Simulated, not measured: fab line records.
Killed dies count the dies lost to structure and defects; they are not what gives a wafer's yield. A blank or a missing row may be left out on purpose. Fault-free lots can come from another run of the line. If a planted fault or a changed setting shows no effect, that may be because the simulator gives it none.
Which of the tools did it? ; flow sky130 ; 39 wafers from 13 lots sampled at 4 of the route's 708 steps

WHAT THE GAUGES READ, wafer by wafer
SKY_POLY_GATE_THK_MEAS_04.
lot;measured;on;POLY_GATE_CVD_03_THK (nm)
L100;day 15 03:51;film_metro-01;76.1 75.8 76.0
L101;day 15 14:53;film_metro-03;75.0 74.7 74.8
L102;day 15 20:44;film_metro-01;75.0 74.6 74.6
L105;day 17 12:53;film_metro-03;74.8 74.9 75.4
L107;day 18 01:51;film_metro-03;75.4 75.5 74.9
L106;day 18 03:53;film_metro-01;76.5 76.4 75.9
L108;day 18 11:58;film_metro-01;74.4 74.0 74.5
L110;day 19 00:43;film_metro-02;75.0 74.8 74.7
L116;day 21 11:10;film_metro-02;75.9 76.2 76.1
L118;day 21 17:38;film_metro-03;75.7 75.8 75.1
L119;day 22 01:25;film_metro-02;75.0 74.0 74.5
L122;day 23 09:37;film_metro-02;74.2 73.8 74.2
L123;day 23 12:01;film_metro-03;74.6 74.7 74.2

SKY_LDD_P_TW_MEAS_11.
lot;measured;on;LDD_P_TW
L100;day 18 21:37;film_metro-02;642 642 644
L101;day 19 11:16;film_metro-03;642 641 642
L102;day 19 19:33;film_metro-02;638 637 641
L105;day 21 13:58;film_metro-02;640 637 642
L107;day 22 01:41;film_metro-02;644 646 639
L106;day 22 04:07;film_metro-03;643 643 642
L108;day 22 11:26;film_metro-02;639 640 638
L110;day 22 23:52;film_metro-02;640 641 643
L116;day 25 07:14;film_metro-02;639 640 638
L118;day 25 14:32;film_metro-03;645 644 648
L119;day 25 22:52;film_metro-02;638 641 638
L122;day 27 05:35;film_metro-02;644 642 640
L123;day 27 08:37;film_metro-04;639 637 637

EACH LOT AND THE TOOL THAT RAN IT (in order: tool; ch and the chambers of the sampled wafers; start)
lot;SKY_RES_PROTECT_STRIP_07;SKY_LDD_N_IMPLANT_12
L100;plasma_asher-04 ch 0,1, day 15 01:10;implanter-04 ch 0, day 17 14:28
L101;plasma_asher-02 ch 0,1, day 15 12:30;implanter-03 ch 0, day 18 03:59
L102;plasma_asher-01 ch 0,1, day 15 19:11;implanter-01 ch 0, day 18 11:28
L105;plasma_asher-01 ch 0,1, day 17 07:25;implanter-01 ch 0, day 20 06:26
L107;plasma_asher-04 ch 0, day 18 00:07;implanter-03 ch 0, day 20 17:40
L106;plasma_asher-02 ch 0,1, day 18 02:18;implanter-03 ch 0, day 20 20:07
L108;plasma_asher-02 ch 0,1, day 18 08:34;implanter-04 ch 0, day 21 03:49
L110;plasma_asher-01 ch 0,1, day 18 23:09;implanter-01 ch 0, day 21 17:02
L116;plasma_asher-02 ch 0,1, day 21 09:37;implanter-01 ch 0, day 24 01:14
L118;plasma_asher-04 ch 0,1, day 21 15:43;implanter-01 ch 0, day 24 07:38
L119;plasma_asher-02 ch 0,1, day 21 23:49;implanter-04 ch 0, day 24 16:20
L122;plasma_asher-01 ch 0,1, day 23 07:00;implanter-03 ch 0, day 25 23:11
L123;plasma_asher-04 ch 1, day 23 08:33;implanter-03 ch 0, day 26 01:50
- SKY_RES_PROTECT_STRIP_07: strips in O2/N2.
- SKY_LDD_N_IMPLANT_12

AS READ BY THE TOOLS THEMSELVES (means over the sampled wafers that have a number; for cases with no such wafer, the mark the record gives instead)
SKY_RES_PROTECT_STRIP_07.
lot;tool;chamber_pressure_mTorr (mTorr);drypump_motor_current_A (A);n2_flow_sccm (sccm);oes_product_au (a.u.);strip_time_to_endpoint_s (s)
L100;plasma_asher-04;1499.0;5.7;300.1;0.517;23.30
L101;plasma_asher-02;1501.2;5.4;300.5;0.523;23.31
L102;plasma_asher-01;1501.0;5.3;299.9;0.517;23.29
L105;plasma_asher-01;1500.8;5.3;299.2;0.515;23.29
L107;plasma_asher-04;1500.3;5.6;299.8;0.518;23.31
L106;plasma_asher-02;1499.3;5.1;299.7;0.515;23.32
L108;plasma_asher-02;1500.0;5.1;300.2;0.519;23.26
L110;plasma_asher-01;1500.4;5.4;299.9;0.521;23.32
L116;plasma_asher-02;1500.4;5.1;300.0;0.514;23.28
L118;plasma_asher-04;1500.1;5.7;301.8;0.523;23.28
L119;plasma_asher-02;1499.9;5.1;299.0;0.517;23.27
L122;plasma_asher-01;1498.0;5.3;299.9;0.519;23.33
L123;plasma_asher-04;1498.7;5.8;300.7;0.519;23.30

SKY_LDD_N_IMPLANT_12.
lot;tool;tilt_deg (degrees)
L100;implanter-04;30.006
L101;implanter-03;30.002
L102;implanter-01;29.996
L105;implanter-01;30.017
L107;implanter-03;29.991
L106;implanter-03;30.006
L108;implanter-04;29.989
L110;implanter-01;29.995
L116;implanter-01;-0.018
L118;implanter-01;-0.023
L119;implanter-04;29.975
L122;implanter-03;30.009
L123;implanter-03;29.983

THE ANSWER, worked out from the rows above alone
Rule: what is usual is taken from the lots themselves. The widest of any qualifying gaps counts: lots, ordered by their means at a reading, are off when they make up no more than a third of the lots, leave a main group of 4 or more, and stand apart from it by 3 or more times the standard deviation of that group's means. A main group is skipped when, at the precision printed for the reading in the tables above, its means are all equal. Also off: a lot with no number at a reading for which 4 or more lots have one. Any other lot the step has rows for is counted as sound. Order of review: gauges by route order, followed by the tools' own readings, for which a lot's mean as printed above is used. The first step at which some lot is off is used, and at that step the reading that is off furthest; a lot without a number counts as furthest.
Off at SKY_LDD_N_IMPLANT_12 (tilt_deg): L116, L118. The main group: mean 29.997 degrees, standard deviation 0.012.
A tool fits if, at that step or a process step before it, it ran every lot that is off, and no sound lot after the first of them. One fits: implanter-01 at SKY_LDD_N_IMPLANT_12. Its last sound lot is L110 (day 21 17:02), its first lot that is off L116 (day 24 01:14): a fault that began between those two fits.
The tool's own readings at SKY_LDD_N_IMPLANT_12 bear it out: on the lots that are off they differ by more than 5 times the standard deviation of the sound lots' means. tilt_deg reads -0.020 degrees there against 29.997 degrees on the sound lots.

WHAT THE SIMULATOR HAD PUT IN
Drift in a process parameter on implanter-01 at SKY_LDD_N_IMPLANT_12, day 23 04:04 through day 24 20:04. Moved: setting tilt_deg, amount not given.
Shown lots that were struck: L116, L118. Same finding as the rule above.
